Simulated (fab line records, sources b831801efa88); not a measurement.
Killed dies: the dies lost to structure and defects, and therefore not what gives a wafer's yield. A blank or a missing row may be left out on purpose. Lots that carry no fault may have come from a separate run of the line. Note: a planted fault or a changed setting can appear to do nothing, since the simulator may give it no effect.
Commonality check across tools + flow sky130 + Sample size 13 lots and 39 wafers

REASON FOR OPENING
2 of 13 lots carry a flag on the reading LDD_HVP_TW at SKY_LDD_HVP_TW_MEAS_10. Fault-free wafers read 453, with a standard deviation of 5.8.
Rule: a lot is flagged when every wafer of it that has a number lies more than 4 standard deviations from that mean, or none has a number. The other lots count as sound.

| lot  | measured     | on           | LDD_HVP_TW, wafer by wafer | flag    |
|------|--------------|--------------|----------------------------|---------|
| L275 | day 21 15:31 | filmMetro-01 | 459 459 458                |         |
| L277 | day 22 13:00 | filmMetro-04 | 460 460 458                |         |
| L281 | day 24 18:28 | filmMetro-01 | 408 406 406                | FLAGGED |
| L283 | day 25 02:30 | filmMetro-01 | 407 408 411                | FLAGGED |
| L286 | day 25 21:22 | filmMetro-04 | 462 462 462                |         |
| L289 | day 27 13:24 | filmMetro-01 | 454 455 456                |         |
| L290 | day 27 18:52 | filmMetro-03 | 441 446 445                |         |
| L291 | day 27 20:03 | filmMetro-03 | 444 444 444                |         |
| L292 | day 28 03:40 | filmMetro-03 | 448 447 448                |         |
| L293 | day 28 05:13 | filmMetro-01 | 457 456 457                |         |
| L295 | day 28 22:28 | filmMetro-04 | 462 466 463                |         |
| L296 | day 29 18:36 | filmMetro-03 | 450 452 450                |         |
| L297 | day 29 19:06 | filmMetro-01 | 454 455 454                |         |
The mean of the flagged lots' numbers is 408, -45 from the usual (-8 standard deviations).

WHICH TOOL EACH LOT WENT THROUGH
The record holds 1 process step before the reading, out of a route of 708 steps. Read each cell as the tool, then ch plus the chambers that the sampled wafers visited, then the start.
| lot  | flag    | SKY_LDD_HVP_IMPLANT_08          |
|------|---------|---------------------------------|
| L275 |         | implanter-01 ch 0, day 21 15:17 |
| L277 |         | implanter-01 ch 0, day 22 12:46 |
| L281 | FLAGGED | implanter-03 ch 0, day 24 18:16 |
| L283 | FLAGGED | implanter-03 ch 0, day 25 02:16 |
| L286 |         | implanter-04 ch 0, day 25 21:07 |
| L289 |         | implanter-04 ch 0, day 27 13:09 |
| L290 |         | implanter-01 ch 0, day 27 18:39 |
| L291 |         | implanter-04 ch 0, day 27 19:48 |
| L292 |         | implanter-03 ch 0, day 28 03:26 |
| L293 |         | implanter-04 ch 0, day 28 04:58 |
| L295 |         | implanter-04 ch 0, day 28 22:13 |
| L296 |         | implanter-03 ch 0, day 29 18:21 |
| L297 |         | implanter-01 ch 0, day 29 18:51 |
These steps, and what they do:
- SKY_LDD_HVP_IMPLANT_08
- SKY_LDD_HVP_TW_MEAS_10

FLAGGED AGAINST TOTAL, ONE TOOL AT A TIME (gauges that did the reading follow at the end)
| step                   | tool         | lots run | flagged | share of the flagged lots | sound lots run after its first flagged lot |
|------------------------|--------------|----------|---------|---------------------------|--------------------------------------------|
| SKY_LDD_HVP_IMPLANT_08 | implanter-01 | 4        | 0       | none                      | -                                          |
| SKY_LDD_HVP_IMPLANT_08 | implanter-03 | 4        | 2       | all                       | 2 (L292,L296)                              |
| SKY_LDD_HVP_IMPLANT_08 | implanter-04 | 5        | 0       | none                      | -                                          |
| SKY_LDD_HVP_TW_MEAS_10 | filmMetro-01 | 6        | 2       | all                       | 3 (L289,L293,L297)                         |
| SKY_LDD_HVP_TW_MEAS_10 | filmMetro-03 | 4        | 0       | none                      | -                                          |
| SKY_LDD_HVP_TW_MEAS_10 | filmMetro-04 | 3        | 0       | none                      | -                                          |

THE TABLE: WHAT IT ALLOWS
2 rows of the table ran every flagged lot: implanter-03 at SKY_LDD_HVP_IMPLANT_08, filmMetro-01 at SKY_LDD_HVP_TW_MEAS_10.
- implanter-03 at SKY_LDD_HVP_IMPLANT_08: 2 of its 4 lots flagged. Sound lots followed the first flagged one (L292, L296) on it, something a lasting fault affecting the whole tool could not allow. Its own readings (tiltDeg) fall more than 4 standard deviations out on all wafers of the flagged lots.
- filmMetro-01 at SKY_LDD_HVP_TW_MEAS_10: 2 of its 6 lots flagged. Sound lots followed the first flagged one (L289, L293, L297) on it, something a lasting fault affecting the whole tool could not allow.
Not one row of the table ran every flagged lot while running no sound lot after the first.

WHAT THE SIMULATOR HAD PUT IN
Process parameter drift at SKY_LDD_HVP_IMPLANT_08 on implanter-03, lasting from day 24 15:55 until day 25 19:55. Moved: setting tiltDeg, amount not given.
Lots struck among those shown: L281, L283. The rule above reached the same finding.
